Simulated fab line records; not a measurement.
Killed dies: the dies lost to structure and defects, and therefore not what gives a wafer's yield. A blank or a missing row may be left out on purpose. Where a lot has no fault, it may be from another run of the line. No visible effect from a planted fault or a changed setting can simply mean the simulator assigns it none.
Chamber matching + flow sky130 + SKY_VIA1_CMP_02 on cmp-01: 4 sister chambers
The step polishes SiO2. 24 wafers are shown with their chamber, then 12 later ones without.

== WAFERS WITH THEIR CHAMBER ==
| wafer  | chamber | motor_current_A (A) | head_pressure_psi (psi) |
|--------|---------|---------------------|-------------------------|
| L076.1 | 1       | 9.9                 | 3.988                   |
| L076.3 | 2       | 9.9                 | 3.993                   |
| L076.4 | 0       | 12.9                | 4.007                   |
| L079.3 | 2       | 10.2                | 4.004                   |
| L079.4 | 3       | 11.5                | 3.994                   |
| L079.5 | 0       | 12.4                | 3.996                   |
| L080.2 | 3       | 11.5                | 3.994                   |
| L080.3 | 1       | 9.6                 | 4.000                   |
| L080.4 | 2       | 10.3                | 3.997                   |
| L083.3 | 0       | 12.1                | 4.004                   |
| L083.4 | 3       | 11.9                | 4.008                   |
| L083.5 | 3       | 11.9                | 3.996                   |
| L085.1 | 1       | 9.7                 | 4.000                   |
| L085.3 | 2       | 10.3                | 4.007                   |
| L085.6 | 3       | 11.9                | 4.025                   |
| L086.3 | 3       | 11.4                | 3.999                   |
| L086.4 | 1       | 9.7                 | 4.000                   |
| L086.6 | 3       | 11.3                | 4.002                   |
| L088.1 | 3       | 11.1                | 4.013                   |
| L088.3 | 1       | 9.5                 | 4.011                   |
| L088.4 | 2       | 10.1                | 3.994                   |
| L091.3 | 1       | 9.8                 | 3.994                   |
| L091.5 | 3       | 11.7                | 4.009                   |
| L091.6 | 0       | 12.4                | 3.991                   |

SIGNATURES (averages over the wafers above)
| reading           | chamber 0 | chamber 1 | chamber 2 | chamber 3 | scatter within a chamber |
|-------------------|-----------|-----------|-----------|-----------|--------------------------|
| motor_current_A   | 12.450    | 9.700     | 10.160    | 11.578    | 0.247                    |
| head_pressure_psi | 3.99950   | 3.99883   | 3.99900   | 4.00444   | 0.00855                  |
Rule: for a wafer and a chamber, the distance is found by dividing, reading by reading, the gap between the wafer's reading and the chamber's mean by the reading's scatter, squaring, summing and taking the root. The wafer belongs to the nearest chamber; if the next one is less than 2 further off, it can't be placed. The scatter: the root of (the sum of the squares of (reading less its chamber's mean) over the shown wafers, divided by (wafers less chambers)).

== WAFERS WHOSE CHAMBER IS MISSING ==
| wafer  | motor_current_A (A) | head_pressure_psi (psi) |
|--------|---------------------|-------------------------|
| L092.2 | 11.4                | 3.988                   |
| L092.3 | 9.3                 | 4.015                   |
| L092.4 | 13.0                | 4.007                   |
| L095.2 | 10.3                | 4.000                   |
| L095.4 | 9.5                 | 4.005                   |
| L095.5 | 9.6                 | 4.025                   |
| L094.1 | 10.1                | 3.989                   |
| L094.4 | 12.2                | 4.001                   |
| L094.5 | 9.4                 | 3.982                   |
| L096.1 | 10.0                | 4.009                   |
| L096.5 | 11.9                | 4.018                   |
| L096.6 | 12.4                | 3.983                   |

== CHAMBER TAKEN BY EACH ==
| wafer  | from the rows above     | in truth |
|--------|-------------------------|----------|
| L092.2 | 3                       | 3        |
| L092.3 | can't be placed: 1 or 2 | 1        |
| L092.4 | 0                       | 0        |
| L095.2 | can't be placed: 2 or 1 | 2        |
| L095.4 | can't be placed: 1 or 2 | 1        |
| L095.5 | can't be placed: 1 or 2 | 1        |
| L094.1 | can't be placed: 2 or 1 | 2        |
| L094.4 | can't be placed: 0 or 3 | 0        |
| L094.5 | can't be placed: 1 or 2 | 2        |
| L096.1 | can't be placed: 2 or 1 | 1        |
| L096.5 | can't be placed: 3 or 0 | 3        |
| L096.6 | 0                       | 0        |
Correctly placed: 3 of 12. Not placeable from these rows: 9 (in 9, the candidates include the true chamber). Number placed wrongly: 0.
